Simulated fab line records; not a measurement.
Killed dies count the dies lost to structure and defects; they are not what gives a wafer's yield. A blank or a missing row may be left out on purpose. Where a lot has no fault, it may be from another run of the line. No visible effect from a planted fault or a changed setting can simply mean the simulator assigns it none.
What tool caused it? + flow sky130 + 24 lots, 72 wafers sampled, at 6 steps of a route of 708

## WHAT THE GAUGES READ, wafer by wafer
SKY_LI_CONTACT_THK_MEAS_01. Usual: LI_CONTACT_HDPCVD_THK 929 nm, standard deviation 9.9.
| lot  | measured     | on            | LI_CONTACT_HDPCVD_THK (nm) | flag |
|------|--------------|---------------|----------------------------|------|
| L074 | day 27 21:41 | film_metro-04 | 929 954 945                |      |
| L075 | day 28 00:54 | film_metro-04 | 934 927 945                |      |
| L076 | day 28 18:39 | film_metro-01 | 948 935 942                |      |
| L077 | day 29 08:11 | film_metro-04 | 940 928 928                |      |
| L078 | day 29 10:33 | film_metro-02 | 922 929 918                |      |
| L079 | day 30 00:04 | film_metro-02 | 924 912 926                |      |
| L080 | day 30 07:57 | film_metro-02 | 928 923 920                |      |
| L081 | day 31 00:32 | film_metro-01 | 932 916 921                |      |
| L082 | day 31 00:48 | film_metro-02 | 928 936 930                |      |
| L083 | day 31 07:59 | film_metro-04 | 920 935 925                |      |
| L084 | day 31 15:40 | film_metro-01 | 937 942 923                |      |
| L085 | day 32 03:56 | film_metro-02 | 936 932 934                |      |
| L086 | day 32 17:28 | film_metro-02 | 919 948 922                |      |
| L087 | day 32 18:03 | film_metro-02 | 919 938 929                |      |
| L088 | day 33 09:45 | film_metro-02 | 935 917 931                |      |
| L090 | day 33 14:06 | film_metro-01 | 927 940 928                |      |
| L089 | day 33 15:14 | film_metro-02 | 947 906 933                |      |
| L091 | day 33 18:35 | film_metro-02 | 921 925 917                |      |
| L092 | day 34 04:29 | film_metro-01 | 919 923 917                |      |
| L093 | day 34 09:25 | film_metro-01 | 924 918 932                |      |
| L095 | day 34 20:54 | film_metro-01 | 933 925 940                |      |
| L094 | day 35 04:43 | film_metro-01 | 925 934 923                |      |
| L097 | day 35 10:53 | film_metro-04 | 928 925 914                |      |
| L096 | day 35 11:47 | film_metro-04 | 924 909 926                |      |

SKY_LI_CONTACT_RS_MEAS_22: the measuring method here is four-point-probe. Usual: LI_CONTACT_W_RS 0.287 ohm/sq, standard deviation 0.0032.
| lot  | measured     | on            | LI_CONTACT_W_RS (ohm/sq) | flag |
|------|--------------|---------------|--------------------------|------|
| L074 | day 29 03:07 | film_metro-01 | 0.288 0.283 0.288        |      |
| L075 | day 29 06:55 | film_metro-02 | 0.287 0.289 0.288        |      |
| L076 | day 30 00:02 | film_metro-04 | 0.287 0.292 0.286        |      |
| L077 | day 30 13:21 | film_metro-01 | 0.282 0.288 0.287        |      |
| L078 | day 30 15:55 | film_metro-02 | 0.291 0.291 0.290        |      |
| L079 | day 31 05:19 | film_metro-04 | 0.283 0.283 0.285        |      |
| L080 | day 31 13:17 | film_metro-02 | 0.288 0.286 0.287        |      |
| L081 | day 32 05:57 | film_metro-04 | 0.283 0.286 0.283        |      |
| L082 | day 32 06:08 | film_metro-01 | 0.290 0.287 0.288        |      |
| L083 | day 32 12:08 | film_metro-02 | 0.284 0.284 0.286        |      |
| L084 | day 32 20:05 | film_metro-02 | 0.286 0.288 0.285        |      |
| L085 | day 33 08:17 | film_metro-04 | 0.281 0.279 0.283        |      |
| L086 | day 33 21:10 | film_metro-04 | 0.286 0.287 0.293        |      |
| L087 | day 33 22:01 | film_metro-01 | 0.288 0.286 0.285        |      |
| L088 | day 34 12:46 | film_metro-04 | 0.283 0.282 0.287        |      |
| L090 | day 34 17:44 | film_metro-04 | 0.289 0.283 0.283        |      |
| L089 | day 34 19:25 | film_metro-02 | 0.286 0.282 0.282        |      |
| L091 | day 34 21:56 | film_metro-02 | 0.290 0.287 0.289        |      |
| L092 | day 35 08:59 | film_metro-01 | 0.293 0.290 0.288        |      |
| L093 | day 35 13:10 | film_metro-01 | 0.288 0.292 0.285        |      |
| L095 | day 36 00:10 | film_metro-01 | 0.289 0.290 0.295        |      |
| L094 | day 36 07:56 | film_metro-01 | 0.282 0.281 0.281        |      |
| L097 | day 36 14:19 | film_metro-04 | 0.287 0.289 0.291        |      |
| L096 | day 36 15:18 | film_metro-04 | 0.285 0.290 0.286        |      |

SKY_LOCAL_INTERCONNECT_CD_MEAS_11 targets a cd of 170 nm. Usual: cd_nm 170.2 nm, standard deviation 1.8.
| lot  | measured     | on        | cd_nm (nm)        | flag |
|------|--------------|-----------|-------------------|------|
| L074 | day 30 08:38 | cd_sem-02 | 171.2 171.4 170.1 |      |
| L075 | day 30 11:28 | cd_sem-01 | 168.5 169.3 170.3 |      |
| L076 | day 31 05:07 | cd_sem-02 | 170.8 170.2 170.3 |      |
| L077 | day 31 18:17 | cd_sem-01 | 170.3 171.3 169.8 |      |
| L078 | day 31 20:04 | cd_sem-02 | 171.8 172.3 170.9 |      |
| L079 | day 32 09:49 | cd_sem-01 | 166.8 168.5 168.1 |      |
| L080 | day 32 17:26 | cd_sem-02 | 173.4 171.1 171.8 |      |
| L081 | day 33 09:46 | cd_sem-02 | 168.8 167.6 168.7 |      |
| L082 | day 33 10:07 | cd_sem-02 | 167.9 167.5 167.9 |      |
| L083 | day 33 15:49 | cd_sem-02 | 170.6 171.2 169.2 |      |
| L084 | day 33 23:35 | cd_sem-02 | 170.0 169.1 170.0 |      |
| L085 | day 34 10:11 | cd_sem-02 | 170.9 169.8 171.1 |      |
| L086 | day 35 00:07 | cd_sem-01 | 171.7 172.2 172.1 |      |
| L087 | day 35 00:43 | cd_sem-01 | 168.8 168.1 166.1 |      |
| L088 | day 35 15:43 | cd_sem-01 | 172.5 173.2 173.2 |      |
| L090 | day 35 20:26 | cd_sem-02 | 170.1 170.8 171.5 |      |
| L089 | day 35 22:16 | cd_sem-01 | 167.8 168.3 168.0 |      |
| L091 | day 36 00:07 | cd_sem-02 | 171.8 171.4 172.7 |      |
| L092 | day 36 12:09 | cd_sem-02 | 170.0 170.2 171.2 |      |
| L093 | day 36 15:59 | cd_sem-01 | 171.1 173.7 173.3 |      |
| L095 | day 37 02:33 | cd_sem-02 | 171.0 170.7 171.2 |      |
| L094 | day 37 09:58 | cd_sem-01 | 172.2 172.5 172.6 |      |
| L097 | day 37 16:58 | cd_sem-01 | 168.0 166.2 168.6 |      |
| L096 | day 37 18:01 | cd_sem-01 | 170.1 168.6 171.0 |      |

SKY_METAL1_THK_MEAS_06: measures by xrf. Usual: METAL1_ALCU_THK 252.4 nm, standard deviation 2.2.
| lot  | measured     | on            | METAL1_ALCU_THK (nm) | flag |
|------|--------------|---------------|----------------------|------|
| L074 | day 31 15:49 | film_metro-04 | 248.0 251.7 251.4    |      |
| L075 | day 31 19:19 | film_metro-01 | 255.5 254.5 252.4    |      |
| L076 | day 32 12:00 | film_metro-01 | 253.3 250.8 250.1    |      |
| L077 | day 33 00:49 | film_metro-04 | 253.6 248.9 249.4    |      |
| L078 | day 33 02:59 | film_metro-01 | 249.6 253.5 250.8    |      |
| L079 | day 33 16:00 | film_metro-03 | 250.7 250.5 253.4    |      |
| L080 | day 33 23:37 | film_metro-04 | 251.5 250.5 253.1    |      |
| L081 | day 34 14:38 | film_metro-03 | 250.9 250.9 251.2    |      |
| L082 | day 34 16:11 | film_metro-01 | 249.9 254.9 255.9    |      |
| L083 | day 34 21:56 | film_metro-01 | 249.0 249.3 251.1    |      |
| L084 | day 35 05:19 | film_metro-03 | 252.4 251.8 252.1    |      |
| L085 | day 35 15:04 | film_metro-03 | 252.4 253.1 254.2    |      |
| L086 | day 36 05:41 | film_metro-04 | 258.1 257.3 254.9    |      |
| L087 | day 36 06:19 | film_metro-01 | 253.2 256.3 255.2    |      |
| L088 | day 36 20:54 | film_metro-01 | 254.2 259.1 256.9    |      |
| L090 | day 37 01:28 | film_metro-01 | 256.2 253.4 254.1    |      |
| L089 | day 37 03:31 | film_metro-03 | 248.3 249.0 250.5    |      |
| L091 | day 37 05:30 | film_metro-03 | 249.2 252.0 252.5    |      |
| L092 | day 37 17:00 | film_metro-01 | 253.2 251.1 254.9    |      |
| L093 | day 37 21:26 | film_metro-03 | 252.7 251.6 250.0    |      |
| L095 | day 38 06:56 | film_metro-01 | 255.1 253.2 251.2    |      |
| L094 | day 38 14:52 | film_metro-04 | 252.8 252.6 251.3    |      |
| L097 | day 38 22:20 | film_metro-01 | 247.3 252.2 249.9    |      |
| L096 | day 38 23:19 | film_metro-01 | 253.5 257.1 249.7    |      |

## TOOL THAT RAN EACH LOT (tool first, then ch and the chambers of the sampled wafers, then the start)
| lot  | SKY_LI_CONTACT_CMP_24         | SKY_CONTACT_ETCH_18                           |
|------|-------------------------------|-----------------------------------------------|
| L074 | cmp-02 ch 0,1, day 29 03:18   | rie_diel-03 ch 0,1,2, day 31 15:49 or earlier |
| L075 | cmp-02 ch 0,1, day 29 07:11   | rie_diel-01 ch 1,2,3, day 31 19:19 or earlier |
| L076 | cmp-02 ch 1,2,3, day 30 00:13 | rie_diel-01 ch 1,2, day 32 12:00 or earlier   |
| L077 | cmp-02 ch 0,1,2, day 30 13:35 | rie_diel-03 ch 0,2,3, day 33 00:49 or earlier |
| L078 | cmp-02 ch 0,3, day 30 16:06   | rie_diel-03 ch 0,1,2, day 33 02:59 or earlier |
| L079 | cmp-01 ch 1,3, day 31 05:27   | rie_diel-03 ch 1,3, day 33 16:00 or earlier   |
| L080 | cmp-01 ch 0,1,3, day 31 13:26 | rie_diel-02 ch 0,1,3, day 33 23:37 or earlier |
| L081 | cmp-01 ch 1,2, day 32 06:11   | rie_diel-01 ch 0,1, day 34 14:38 or earlier   |
| L082 | cmp-01 ch 0,1,3, day 32 06:29 | rie_diel-02 ch 0,2,3, day 34 16:11 or earlier |
| L083 | cmp-02 ch 0,2,3, day 32 12:16 | rie_diel-03 ch 0,2, day 34 21:56 or earlier   |
| L084 | cmp-02 ch 0,2,3, day 32 20:31 | rie_diel-03 ch 1,2, day 35 05:19 or earlier   |
| L085 | cmp-02 ch 0,1,2, day 33 08:28 | rie_diel-03 ch 0,2, day 35 15:04 or earlier   |
| L086 | cmp-02 ch 1,2,3, day 33 21:18 | rie_diel-01 ch 0,2, day 36 05:41 or earlier   |
| L087 | cmp-01 ch 1,2, day 33 22:14   | rie_diel-03 ch 1,2, day 36 06:19 or earlier   |
| L088 | cmp-01 ch 0,1,3, day 34 13:00 | rie_diel-03 ch 1,2,3, day 36 20:54 or earlier |
| L090 | cmp-01 ch 0,1,3, day 34 17:55 | rie_diel-02 ch 0,2,3, day 37 01:28 or earlier |
| L089 | cmp-02 ch 0,1,3, day 34 19:36 | rie_diel-02 ch 1,2, day 37 03:31 or earlier   |
| L091 | cmp-01 ch 1,2,3, day 34 22:14 | rie_diel-03 ch 1,2, day 37 05:30 or earlier   |
| L092 | cmp-02 ch 1,2,3, day 35 09:09 | rie_diel-01 ch 0,1,2, day 37 17:00 or earlier |
| L093 | cmp-02 ch 2,3, day 35 13:19   | rie_diel-03 ch 2,3, day 37 21:26 or earlier   |
| L095 | cmp-02 ch 0,2,3, day 36 00:26 | rie_diel-02 ch 0,2, day 38 06:56 or earlier   |
| L094 | cmp-02 ch 1,3, day 36 08:10   | rie_diel-02 ch 0,2,3, day 38 14:52 or earlier |
| L097 | cmp-01 ch 0,2, day 36 14:30   | rie_diel-01 ch 0,2,3, day 38 22:20 or earlier |
| L096 | cmp-01 ch 0,1,2, day 36 15:35 | rie_diel-03 ch 0,3, day 38 23:19 or earlier   |
- SKY_LI_CONTACT_CMP_24: polishes, stops on PSG, t overpolish 20 s, target thk 0 nm.
- SKY_CONTACT_ETCH_18: etches Si3N4 in CHF3/O2, stops on TiN, time 39 s, target depth 75 nm.

## WHAT THE TOOLS THEMSELVES READ (means of the sampled wafers that have a number; where no wafer has one, the mark that the record gives instead)
SKY_LI_CONTACT_CMP_24. Usual: edge_zone_pressure_frac 1.000, standard deviation 0.0052; motor_current_A 10.6 A, standard deviation 1.3; overpolish_run_s 20.001 s, standard deviation 0.0089; time_to_endpoint_s 95 s, standard deviation 3.5.
| lot  | tool   | edge_zone_pressure_frac | motor_current_A (A) | overpolish_run_s (s) | time_to_endpoint_s (s) | flag |
|------|--------|-------------------------|---------------------|----------------------|------------------------|------|
| L074 | cmp-02 | 1.000                   | 10.0                | 20.007               | 96                     |      |
| L075 | cmp-02 | 1.000                   | 9.5                 | 20.011               | 97                     |      |
| L076 | cmp-02 | 1.002                   | 11.3                | 19.999               | 94                     |      |
| L077 | cmp-02 | 1.000                   | 10.6                | 20.001               | 93                     |      |
| L078 | cmp-02 | 1.004                   | 10.1                | 20.004               | 95                     |      |
| L079 | cmp-01 | 1.003                   | 9.3                 | 20.006               | 96                     |      |
| L080 | cmp-01 | 0.994                   | 10.5                | 19.995               | 89                     |      |
| L081 | cmp-01 | 0.995                   | 9.1                 | 20.001               | 93                     |      |
| L082 | cmp-01 | 0.997                   | 10.3                | 20.000               | 94                     |      |
| L083 | cmp-02 | 1.001                   | 10.9                | 20.001               | 98                     |      |
| L084 | cmp-02 | 1.008                   | 11.2                | 19.998               | 92                     |      |
| L085 | cmp-02 | 1.000                   | 10.6                | 19.995               | 97                     |      |
| L086 | cmp-02 | 1.001                   | 11.7                | 20.001               | 95                     |      |
| L087 | cmp-01 | 0.999                   | 9.0                 | 20.005               | 96                     |      |
| L088 | cmp-01 | 0.999                   | 10.6                | 20.008               | 95                     |      |
| L090 | cmp-01 | 1.001                   | 10.1                | 19.998               | 95                     |      |
| L089 | cmp-02 | 1.002                   | 10.3                | 20.008               | 99                     |      |
| L091 | cmp-01 | 1.004                   | 9.7                 | 20.004               | 94                     |      |
| L092 | cmp-02 | 1.002                   | 11.5                | 19.991               | 99                     |      |
| L093 | cmp-02 | 0.999                   | 12.6                | 19.996               | 92                     |      |
| L095 | cmp-02 | 1.004                   | 11.2                | 20.009               | 91                     |      |
| L094 | cmp-02 | 0.996                   | 11.0                | 19.996               | 102                    |      |
| L097 | cmp-01 | 1.007                   | 10.1                | 19.997               | 97                     |      |
| L096 | cmp-01 | 0.999                   | 9.7                 | 20.004               | 97                     |      |

SKY_CONTACT_ETCH_18. Usual: drypump_motor_current_A 5.6 A, standard deviation 0.54; oes_product_au 0.855 a.u., standard deviation 0.0082; throttle_valve_pct 8.795 %, standard deviation 0.0087.
| lot  | tool        | drypump_motor_current_A (A) | oes_product_au (a.u.) | throttle_valve_pct (%) | flag |
|------|-------------|-----------------------------|-----------------------|------------------------|------|
| L074 | rie_diel-03 | 5.2                         | 0.863                 | 8.788                  |      |
| L075 | rie_diel-01 | 6.2                         | 0.860                 | 8.791                  |      |
| L076 | rie_diel-01 | 6.2                         | 0.854                 | 8.802                  |      |
| L077 | rie_diel-03 | 5.6                         | 0.850                 | 8.796                  |      |
| L078 | rie_diel-03 | 5.2                         | 0.863                 | 8.806                  |      |
| L079 | rie_diel-03 | 5.7                         | 0.860                 | 8.791                  |      |
| L080 | rie_diel-02 | 5.6                         | 0.856                 | 8.790                  |      |
| L081 | rie_diel-01 | 6.0                         | 0.851                 | 8.799                  |      |
| L082 | rie_diel-02 | 5.2                         | 0.843                 | 8.803                  |      |
| L083 | rie_diel-03 | 5.2                         | 0.863                 | 8.794                  |      |
| L084 | rie_diel-03 | 5.1                         | 0.862                 | 8.796                  |      |
| L085 | rie_diel-03 | 5.2                         | 0.849                 | 8.799                  |      |
| L086 | rie_diel-01 | 6.1                         | 0.853                 | 8.796                  |      |
| L087 | rie_diel-03 | 5.0                         | 0.855                 | 8.792                  |      |
| L088 | rie_diel-03 | 5.4                         | 0.855                 | 8.793                  |      |
| L090 | rie_diel-02 | 5.2                         | 0.851                 | 8.792                  |      |
| L089 | rie_diel-02 | 6.2                         | 0.856                 | 8.791                  |      |
| L091 | rie_diel-03 | 5.0                         | 0.853                 | 8.794                  |      |
| L092 | rie_diel-01 | 6.1                         | 0.848                 | 8.794                  |      |
| L093 | rie_diel-03 | 5.4                         | 0.862                 | 8.788                  |      |
| L095 | rie_diel-02 | 5.3                         | 0.850                 | 8.786                  |      |
| L094 | rie_diel-02 | 5.2                         | 0.856                 | 8.804                  |      |
| L097 | rie_diel-01 | 6.1                         | 0.857                 | 8.795                  |      |
| L096 | rie_diel-03 | 6.0                         | 0.859                 | 8.802                  |      |

## THE ANSWER, worked out from the rows above alone
Rule: a lot counts as off when the mean over its wafers that have a number is more than 3 standard deviations away from the usual mean. A lot without any number at a reading at which 4 lots or more have one is off too. All remaining lots with rows at the step are treated as sound. First the gauges in route order, then the tools' own readings, where a lot's mean is used as printed above. The first step at which some lot is off is used, and at that step the reading that is off furthest; a lot without a number counts as furthest.
No lot is off on any of the readings shown, so nothing can be concluded from this.

## WHAT THE SIMULATOR HAD INSERTED
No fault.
